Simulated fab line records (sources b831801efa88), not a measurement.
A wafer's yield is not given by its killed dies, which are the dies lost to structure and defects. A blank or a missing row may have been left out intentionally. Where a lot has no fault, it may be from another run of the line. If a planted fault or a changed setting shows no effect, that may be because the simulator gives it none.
Which tool is to blame? + flow gf180mcu + 14 lots, 42 wafers sampled, at 4 steps of a route of 602

## WHAT THE GAUGES READ, wafer by wafer
GF_DNWELL_TW_MEAS_09. Usual: DNWELL_TW 1349, standard deviation 13.
| lot  | measured    | on            | DNWELL_TW      | flag |
|------|-------------|---------------|----------------|------|
| L390 | day 2 17:58 | film metro-03 | 1335 1342 1337 |      |
| L391 | day 2 23:18 | film metro-03 | 1332 1336 1335 |      |
| L393 | day 3 10:50 | film metro-03 | 1328 1328 1333 |      |
| L394 | day 3 17:25 | film metro-02 | 1338 1345 1347 |      |
| L395 | day 3 21:44 | film metro-02 | 1337 1334 1333 |      |
| L404 | day 5 23:36 | film metro-03 | 1333 1338 1331 |      |
| L405 | day 6 04:26 | film metro-03 | 1343 1343 1344 |      |
| L406 | day 6 10:20 | film metro-02 | 1359 1358 1359 |      |
| L408 | day 6 19:32 | film metro-01 | 1387 1375 1392 |      |
| L409 | day 7 02:21 | film metro-02 | 1355 1352 1350 |      |
| L410 | day 7 03:41 | film metro-01 | 1363 1353 1357 |      |
| L411 | day 7 09:11 | film metro-02 | 1345 1352 1348 |      |
| L412 | day 8 01:05 | film metro-01 | 1356 1356 1345 |      |
| L413 | day 8 01:28 | film metro-02 | 1346 1341 1342 |      |

GF_VT_IMPLANT_TW_MEAS_43. Usual: VT_IMPLANT_4_TW 691, standard deviation 6.2.
| lot  | measured     | on            | VT_IMPLANT_4_TW | flag |
|------|--------------|---------------|-----------------|------|
| L390 | day 7 11:58  | film metro-04 | 684 688 685     |      |
| L391 | day 7 15:38  | film metro-01 | 701 702 701     |      |
| L393 | day 8 07:22  | film metro-03 | 689 692 689     |      |
| L394 | day 8 14:16  | film metro-03 | 689 691 692     |      |
| L395 | day 8 20:29  | film metro-04 | 684 683 684     |      |
| L404 | day 11 12:11 | film metro-01 | 702 700 701     |      |
| L405 | day 11 19:43 | film metro-03 | 684 685 685     |      |
| L406 | day 12 01:32 | film metro-01 | 698 699 701     |      |
| L408 | day 12 14:55 | film metro-03 | 688 687 685     |      |
| L409 | day 12 20:04 | film metro-01 | 700 699 697     |      |
| L410 | day 13 01:26 | film metro-04 | 688 690 691     |      |
| L411 | day 13 05:14 | film metro-04 | 689 683 686     |      |
| L412 | day 14 04:01 | film metro-01 | 699 701 698     |      |
| L413 | day 14 06:40 | film metro-01 | 699 698 698     |      |

## EACH LOT AND THE TOOL THAT RAN IT (in order: tool; ch and the chambers of the sampled wafers; start)
| lot  | GF_MVPSD_STRIP_10                    | GF_VT_IMPLANT_DEVELOP_17          |
|------|--------------------------------------|-----------------------------------|
| L390 | plasma asher-01 ch 0,1, day 4 23:40  | litho track-04 ch 0, day 6 04:41  |
| L391 | plasma asher-01 ch 0,1, day 5 03:46  | litho track-04 ch 0, day 6 09:10  |
| L393 | plasma asher-01 ch 0,1, day 5 19:01  | litho track-02 ch 0, day 7 00:26  |
| L394 | plasma asher-01 ch 0,1, day 6 00:55  | litho track-04 ch 0, day 7 06:35  |
| L395 | plasma asher-01 ch 0,1, day 6 05:49  | litho track-04 ch 0, day 7 12:07  |
| L404 | plasma asher-03 ch 0,1, day 8 14:42  | litho track-04, day 9 23:44       |
| L405 | plasma asher-01 ch 0,1, day 8 20:07  | litho track-03, day 10 06:29      |
| L406 | plasma asher-02 ch 0, day 9 01:43    | litho track-02 ch 0, day 10 11:34 |
| L408 | plasma asher-01 ch 0,1, day 9 12:37  | litho track-03 ch 0, day 10 23:23 |
| L409 | plasma asher-01 ch 0,1, day 9 18:01  | litho track-04 ch 0, day 11 05:23 |
| L410 | plasma asher-03 ch 0,1, day 9 21:45  | litho track-02 ch 0, day 11 09:59 |
| L411 | plasma asher-01 ch 1, day 10 01:49   | litho track-04 ch 0, day 11 14:19 |
| L412 | plasma asher-03 ch 0,1, day 10 22:25 | litho track-04 ch 0, day 12 12:05 |
| L413 | plasma asher-03 ch 1, day 10 23:16   | litho track-03 ch 0, day 12 13:50 |
- GF_MVPSD_STRIP_10: strips in O2/N2.
- GF_VT_IMPLANT_DEVELOP_17: develop time 60 s.

## AS READ BY THE TOOLS THEMSELVES (means over the sampled wafers that have a number; for cases with no such wafer, the mark the record gives instead)
GF_MVPSD_STRIP_10. Usual: drypump motor current A 5.76 A, standard deviation 0.093; heater power w 337 W, standard deviation 39; oes product au 0.723 a.u., standard deviation 0.0046; strip time to endpoint s 36.98 s, standard deviation 0.092.
| lot  | tool            | drypump motor current A (A) | heater power w (W) | oes product au (a.u.) | strip time to endpoint s (s) | flag |
|------|-----------------|-----------------------------|--------------------|-----------------------|------------------------------|------|
| L390 | plasma asher-01 | 5.85                        | 305                | 0.723                 | 37.07                        |      |
| L391 | plasma asher-01 | 5.79                        | 332                | 0.723                 | 37.06                        |      |
| L393 | plasma asher-01 | 5.83                        | 308                | 0.725                 | 37.00                        |      |
| L394 | plasma asher-01 | 5.82                        | 306                | 0.721                 | 36.96                        |      |
| L395 | plasma asher-01 | 5.79                        | 333                | 0.724                 | 36.85                        |      |
| L404 | plasma asher-03 | 5.68                        | 371                | 0.721                 | 36.88                        |      |
| L405 | plasma asher-01 | 5.79                        | 331                | 0.722                 | 36.99                        |      |
| L406 | plasma asher-02 | 5.55                        | 298                | 0.726                 | 37.02                        |      |
| L408 | plasma asher-01 | 5.82                        | 331                | 0.722                 | 36.98                        |      |
| L409 | plasma asher-01 | 5.85                        | 307                | 0.723                 | 36.96                        |      |
| L410 | plasma asher-03 | 5.66                        | 372                | 0.720                 | 37.02                        |      |
| L411 | plasma asher-01 | 5.90                        | 281                | 0.725                 | 37.09                        |      |
| L412 | plasma asher-03 | 5.68                        | 366                | 0.723                 | 37.04                        |      |
| L413 | plasma asher-03 | 5.68                        | 361                | 0.719                 | 36.93                        |      |

GF_VT_IMPLANT_DEVELOP_17. Usual: chill plate temp C at 22.99 C, with a standard deviation of 0.1.
| lot  | tool           | chill plate temp C (C) | flag |
|------|----------------|------------------------|------|
| L390 | litho track-04 | 22.91                  |      |
| L391 | litho track-04 | 23.00                  |      |
| L393 | litho track-02 | 23.04                  |      |
| L394 | litho track-04 | 22.96                  |      |
| L395 | litho track-04 | 22.97                  |      |
| L404 | litho track-04 | -                      | OFF  |
| L405 | litho track-03 | -                      | OFF  |
| L406 | litho track-02 | 23.02                  |      |
| L408 | litho track-03 | 23.00                  |      |
| L409 | litho track-04 | 23.03                  |      |
| L410 | litho track-02 | 22.95                  |      |
| L411 | litho track-04 | 22.93                  |      |
| L412 | litho track-04 | 22.98                  |      |
| L413 | litho track-03 | 23.02                  |      |

## THE ANSWER, worked out from the rows above alone
Rule: a lot counts as off when the mean over its wafers that have a number is more than 3 standard deviations away from the usual mean. A lot without any number at a reading at which 4 lots or more have one is off too. Any other lot the step has rows for is counted as sound. Order of review: gauges by route order, followed by the tools' own readings, for which a lot's mean as printed above is used. The first step at which some lot is off is used, and at that step the reading that is off furthest; a lot without a number counts as furthest.
Off: L404, L405, at GF_VT_IMPLANT_DEVELOP_17 (chill plate temp C). Without a number there: L404, L405.
If a tool, at that step or one of the process steps before it, ran each lot that is off and ran no sound lot following the first of them, it fits. Not one of the candidates tried fits.

## WHAT WAS PUT IN BY THE SIMULATOR
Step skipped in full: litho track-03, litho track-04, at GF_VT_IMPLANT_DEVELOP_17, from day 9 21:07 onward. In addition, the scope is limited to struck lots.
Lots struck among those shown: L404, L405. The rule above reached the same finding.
